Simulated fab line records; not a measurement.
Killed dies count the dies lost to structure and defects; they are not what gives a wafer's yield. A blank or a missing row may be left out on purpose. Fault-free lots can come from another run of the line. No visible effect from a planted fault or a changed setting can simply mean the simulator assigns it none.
Comparing a struck lot with a sound one || flow sky130 || 16 out of 708 route steps
Sound: the wafers L522.1, L522.2, L522.3. Struck: wafer L527.1 (left out: L527.2, L527.3 of the same lot, which were not struck); the cause appears at the end.
For every step that has rows: the tool of each side, followed by ch and its chambers, followed by its first start. Under that, the readings that differ: sound wafers || struck wafers || difference of the means || sigmas: that difference in standard deviations of wafers without a fault.
alike: words and numbers the same on both sides, and readings whose means are apart by under 2 such deviations; not compared: readings that were withheld, readings missing a value for some wafer, numbers with overlapping values and no deviation given by the record, and bounds like >300 which may hide the same value.
A row with sigmas, a row that says differs or no value, or rows on one side alone: a step with any of these is where the two part. When numbers do not overlap yet have no deviation, they are printed without sigmas and do not part them. A reading missing from all wafers of one side parts the sides only when that side holds two or more wafers.

first, 2 steps without rows for these wafers: SKY_METAL4_PEB_11; SKY_METAL4_DEVELOP_12 (develop time 60 s).
SKY_METAL4_CD_MEAS_13 targets a cd of 300 nm.
  sound on cd sem-02, day 43 03:04; struck on cd sem-02, day 44 18:01
  alike: cd nm
SKY_METAL4_OVL_MEAS_14:
  sound on overlay-01, day 43 03:11; struck on overlay-02, day 44 18:08
  alike: METAL4_OVL
SKY_METAL4_DESCUM_15: chemistry O2, time 8 s.
  sound on rie metal-03 ch 0,1, day 43 03:13; struck on rie metal-02 ch 1, day 44 18:10
  alike: chamber pressure mTorr, drypump motor current A, oes product au, temp c
  not compared: rf hours counter h
then, 1 step without rows for these wafers: SKY_METAL4_ETCH_16 (etches BARC in N2/H2, stops on SiO2, time 88.2 s, target depth 60 nm).
SKY_METAL4_ETCH_17: etches SiO2 in C4F8/O2/Ar, stops on TiN, time 3.9 s, target depth 15 nm.
  sound on rie diel-02 ch 0,2,3, day 43 03:21; struck on rie diel-04 ch 1, day 44 18:18
{"reading": "chamber pressure mTorr (mTorr)", "sound": "40.03 39.99 40.08", "struck": 39.95, "difference": -0.08, "sigmas": -2}
  alike: oes product au
  not compared: rf hours counter h
SKY_METAL4_METAL_ETCH_18: etches the open film in Cl2/BCl3, stops on SiO2, target depth 845 nm, time 183.1 s.
  sound on rie metal-02 ch 0, day 43 03:22; struck on rie metal-01 ch 0, day 44 18:19
{"reading": "drypump motor current A (A)", "sound": "4.9 4.9 4.9", "struck": 6.5, "difference": "+1.6", "sigmas": "+3"}
{"reading": "throttle valve pct (%)", "sound": "22.251 22.265 22.271", "struck": 22.239, "difference": -0.023, "sigmas": -2}
  alike: chamber pressure mTorr, oes product au
  not compared: rf hours counter h
SKY_METAL4_STRIP_19: strips in O2/N2.
  sound on plasma asher-01 ch 0,1, day 43 03:44; struck on plasma asher-01 ch 1, day 44 18:29
{"reading": "oes product au (a.u.)", "sound": "0.496 0.507 0.507", "struck": 0.492, "difference": -0.011, "sigmas": -2}
  alike: chamber pressure mTorr, drypump motor current A, strip time to endpoint s
  not compared: rf hours counter h
then, 3 steps without rows for these wafers: SKY_METAL4_STRIP_20 (strips in post etch residue remover, time 1200 s); SKY_METAL4_CLEAN_21 (cleans in IPA, time 180 s); SKY_METAL4_CLEAN_22 (cleans in O3/DIW).
SKY_VIA4_HDPCVD_00: deposits SiO2, target thk 1750 nm, time 291.7 s.
  sound on hdpcvd-02 ch 0,1,2, day 43 04:19; struck on hdpcvd-01 ch 0, day 44 19:05
{"reading": "run length s (s)", "sound": "319.0 319.8 319.0", "struck": 425.4, "difference": "+106.1", "sigmas": "+99 or more"}
{"reading": "model.SiO2_of_VIA4_HDPCVD_00.thk nm (nm)", "sound": "1745 1737 1780", "struck": 2371, "difference": "+617", "sigmas": ""}
SKY_VIA4_THK_MEAS_01:
  sound on film metro-03, day 43 04:30; struck on film metro-03, day 44 19:29
{"reading": "VIA4_HDPCVD_THK (nm)", "sound": "1746 1737 1780", "struck": 2371, "difference": "+617", "sigmas": "+44"}
  not compared: hold
SKY_VIA4_CMP_02: polishes SiO2.
  sound on cmp-02 ch 1,2,3, day 43 04:37; struck on cmp-01 ch 3, day 44 21:12
{"reading": "hold", "sound": "- - -", "struck": "await dispo/1.5h/release", "difference": "no value on the sound wafers", "sigmas": ""}
  alike: motor current A, slurry flow ml min
-- the record jumps here: 4 days lie between the struck wafers' starts before and after (it left off in module VIA4 and takes up again in module PAD_OPEN, whose first step shown is number 708 of the route) --
SKY_PAD_OPEN_PROBE_99:
  sound on prober-01, day 47 00:08; struck on prober-02, day 48 11:05
  alike: defect limited yield, killed_at_M0_to_M3, killed_at_M4_up, killed at contacts, killed at front end, killed at other, killed dies, killed open, killed short, sort_bin_3_pad_short, sort_bin_5_function, sort_bin_6_memory, sort n pass, sort yield pct

## WHERE THEY PART
First at SKY_METAL4_ETCH_17; last, within this record, at SKY_VIA4_CMP_02. Later steps at which nothing parts them and some readings are alike: SKY_PAD_OPEN_PROBE_99.

WHY: the cause the simulator had injected
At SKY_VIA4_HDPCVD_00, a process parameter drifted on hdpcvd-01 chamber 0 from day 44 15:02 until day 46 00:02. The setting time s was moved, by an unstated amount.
